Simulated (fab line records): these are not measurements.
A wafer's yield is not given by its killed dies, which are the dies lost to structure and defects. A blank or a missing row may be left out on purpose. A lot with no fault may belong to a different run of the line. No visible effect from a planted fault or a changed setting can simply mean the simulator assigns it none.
The tool behind it: which one? :: flow sky130 :: 10 lots, 30 wafers sampled, at 3 steps of a route of 708

== WHAT THE GAUGES READ, wafer by wafer ==
SKY_SONOS_ONO_THK_MEAS_05.
lot: L552
measured: day 12 13:20
on: film metro-01
SONOS_ONO_CVD_04_THK (nm): 5.79 5.68 5.80

lot: L553
measured: day 12 16:56
on: film metro-01
SONOS_ONO_CVD_04_THK (nm): 5.71 5.75 5.76

lot: L554
measured: day 13 03:41
on: film metro-01
SONOS_ONO_CVD_04_THK (nm): 5.71 5.68 5.73

lot: L555
measured: day 13 05:52
on: film metro-04
SONOS_ONO_CVD_04_THK (nm): 5.62 5.61 5.79

lot: L558
measured: day 14 01:16
on: film metro-01
SONOS_ONO_CVD_04_THK (nm): 5.77 5.79 5.81

lot: L559
measured: day 14 03:30
on: film metro-01
SONOS_ONO_CVD_04_THK (nm): 5.70 5.62 5.61

lot: L567
measured: day 16 16:02
on: film metro-03
SONOS_ONO_CVD_04_THK (nm): 9.18 9.05 9.04

lot: L573
measured: day 19 00:25
on: film metro-01
SONOS_ONO_CVD_04_THK (nm): 5.53 5.63 5.54

lot: L574
measured: day 19 00:26
on: film metro-04
SONOS_ONO_CVD_04_THK (nm): 5.67 5.61 5.59

lot: L575
measured: day 19 08:14
on: film metro-01
SONOS_ONO_CVD_04_THK (nm): 5.48 5.56 5.45

SKY_LI_CONTACT_CD_MEAS_12 targets a cd of 170 nm.
lot: L552
measured: day 29 23:42
on: cd sem-02
cd nm (nm): 171.2 169.7 170.3

lot: L553
measured: day 30 05:22
on: cd sem-02
cd nm (nm): 170.5 170.5 171.2

lot: L554
measured: day 30 19:28
on: cd sem-01
cd nm (nm): 171.8 169.8 169.5

lot: L555
measured: day 30 20:35
on: cd sem-02
cd nm (nm): 169.5 168.1 170.1

lot: L558
measured: day 31 14:35
on: cd sem-02
cd nm (nm): 170.0 170.5 170.6

lot: L559
measured: day 31 19:40
on: cd sem-01
cd nm (nm): 171.5 171.4 172.1

lot: L567
measured: day 34 05:32
on: cd sem-01
cd nm (nm): 172.4 170.8 171.2

lot: L573
measured: day 36 06:58
on: cd sem-02
cd nm (nm): 168.2 169.3 168.8

lot: L574
measured: day 36 10:56
on: cd sem-02
cd nm (nm): 169.2 169.3 169.7

lot: L575
measured: day 36 14:12
on: cd sem-01
cd nm (nm): 168.8 169.5 168.3

== WHICH TOOL RAN EACH LOT (tool, then ch and the chambers of the sampled wafers, then the start) ==
lot: L552
SKY_SONOS_ONO_CVD_04: lpcvd-03 ch 0, day 12 12:04

lot: L553
SKY_SONOS_ONO_CVD_04: lpcvd-03 ch 0, day 12 15:41

lot: L554
SKY_SONOS_ONO_CVD_04: lpcvd-03 ch 0, day 13 02:24

lot: L555
SKY_SONOS_ONO_CVD_04: lpcvd-03 ch 0, day 13 04:37

lot: L558
SKY_SONOS_ONO_CVD_04: lpcvd-03 ch 1, day 14 00:00

lot: L559
SKY_SONOS_ONO_CVD_04: lpcvd-03 ch 1, day 14 02:15

lot: L567
SKY_SONOS_ONO_CVD_04: lpcvd-03 ch 0, day 16 14:46

lot: L573
SKY_SONOS_ONO_CVD_04: lpcvd-03 ch 1, day 18 23:10

lot: L574
SKY_SONOS_ONO_CVD_04: lpcvd-03 ch 0, day 18 23:10

lot: L575
SKY_SONOS_ONO_CVD_04: lpcvd-03 ch 0, day 19 06:59
- SKY_SONOS_ONO_CVD_04: deposits SiO2 from SiH4/N2O, target thk 5.7199 nm.

== AS READ BY THE TOOLS THEMSELVES (means over the sampled wafers that have a number; for cases with no such wafer, the mark the record gives instead) ==
SKY_SONOS_ONO_CVD_04.
lot: L552
tool: lpcvd-03
spike tc bottom C (C): 917.1
spike tc centre C (C): 900.3
spike tc lower C (C): 901.0
spike tc top C (C): 913.6
spike tc upper C (C): 899.6
susceptor temp C (C): 900.1
zone power centre pct (%): 17.65
zone power lower pct (%): 16.51
zone power top pct (%): 33.5

lot: L553
tool: lpcvd-03
spike tc bottom C (C): 916.7
spike tc centre C (C): 901.8
spike tc lower C (C): 901.3
spike tc top C (C): 912.8
spike tc upper C (C): 899.6
susceptor temp C (C): 899.5
zone power centre pct (%): 17.77
zone power lower pct (%): 16.71
zone power top pct (%): 33.3

lot: L554
tool: lpcvd-03
spike tc bottom C (C): 916.6
spike tc centre C (C): 900.3
spike tc lower C (C): 899.4
spike tc top C (C): 912.2
spike tc upper C (C): 899.6
susceptor temp C (C): 900.2
zone power centre pct (%): 17.78
zone power lower pct (%): 16.69
zone power top pct (%): 33.3

lot: L555
tool: lpcvd-03
spike tc bottom C (C): 916.3
spike tc centre C (C): 900.9
spike tc lower C (C): 899.7
spike tc top C (C): 913.0
spike tc upper C (C): 900.0
susceptor temp C (C): 899.8
zone power centre pct (%): 17.89
zone power lower pct (%): 16.67
zone power top pct (%): 33.6

lot: L558
tool: lpcvd-03
spike tc bottom C (C): 919.2
spike tc centre C (C): 899.0
spike tc lower C (C): 901.3
spike tc top C (C): 908.7
spike tc upper C (C): 902.6
susceptor temp C (C): 900.4
zone power centre pct (%): 18.06
zone power lower pct (%): 17.01
zone power top pct (%): 31.2

lot: L559
tool: lpcvd-03
spike tc bottom C (C): 919.6
spike tc centre C (C): 899.2
spike tc lower C (C): 900.9
spike tc top C (C): 909.8
spike tc upper C (C): 902.0
susceptor temp C (C): 900.0
zone power centre pct (%): 18.06
zone power lower pct (%): 16.83
zone power top pct (%): 31.4

lot: L567
tool: lpcvd-03
spike tc bottom C (C): 951.9
spike tc centre C (C): 937.8
spike tc lower C (C): 935.7
spike tc top C (C): 947.4
spike tc upper C (C): 935.0
susceptor temp C (C): 935.1
zone power centre pct (%): 19.36
zone power lower pct (%): 18.32
zone power top pct (%): 35.4

lot: L573
tool: lpcvd-03
spike tc bottom C (C): 919.9
spike tc centre C (C): 899.2
spike tc lower C (C): 898.9
spike tc top C (C): 909.9
spike tc upper C (C): 902.0
susceptor temp C (C): 899.2
zone power centre pct (%): 18.06
zone power lower pct (%): 16.97
zone power top pct (%): 31.3

lot: L574
tool: lpcvd-03
spike tc bottom C (C): 917.9
spike tc centre C (C): 901.3
spike tc lower C (C): 899.1
spike tc top C (C): 913.5
spike tc upper C (C): 899.2
susceptor temp C (C): 900.1
zone power centre pct (%): 17.54
zone power lower pct (%): 16.80
zone power top pct (%): 33.6

lot: L575
tool: lpcvd-03
spike tc bottom C (C): 917.8
spike tc centre C (C): 901.4
spike tc lower C (C): 899.8
spike tc top C (C): 912.9
spike tc upper C (C): 900.1
susceptor temp C (C): 899.7
zone power centre pct (%): 17.62
zone power lower pct (%): 16.63
zone power top pct (%): 33.2

== THE ANSWER, worked out from the rows above alone ==
Rule: the usual values come from the lots themselves. The widest of any qualifying gaps counts: lots, ordered by their means at a reading, are off when they make up no more than a third of the lots, leave a main group of 4 or more, and stand apart from it by 3 or more times the standard deviation of that group's means. Not used: any main group whose means are identical at the precision the tables above print for the reading. A lot without any number at a reading at which 4 lots or more have one is off too. Any other lot the step has rows for is counted as sound. After the gauges, taken in route order, come the tools' own readings; for these a lot's mean is taken, as printed above. At the first step where some lot is off, the reading lying furthest off is the one used; lots without a number count as furthest.
Off: L567, at SKY_SONOS_ONO_THK_MEAS_05 (SONOS_ONO_CVD_04_THK). The main group: mean 5.67 nm, standard deviation 0.089.
If a tool, at a process step before that reading, ran all the lots that are off and no sound lot after the first of them, it fits. The gauges at SKY_SONOS_ONO_THK_MEAS_05 aren't tried: what is off there is off at SKY_SONOS_ONO_CVD_04 too, on other tools, and a gauge's error can't cause that. No candidate that was tried fits.

== WHAT WAS PUT IN BY THE SIMULATOR ==
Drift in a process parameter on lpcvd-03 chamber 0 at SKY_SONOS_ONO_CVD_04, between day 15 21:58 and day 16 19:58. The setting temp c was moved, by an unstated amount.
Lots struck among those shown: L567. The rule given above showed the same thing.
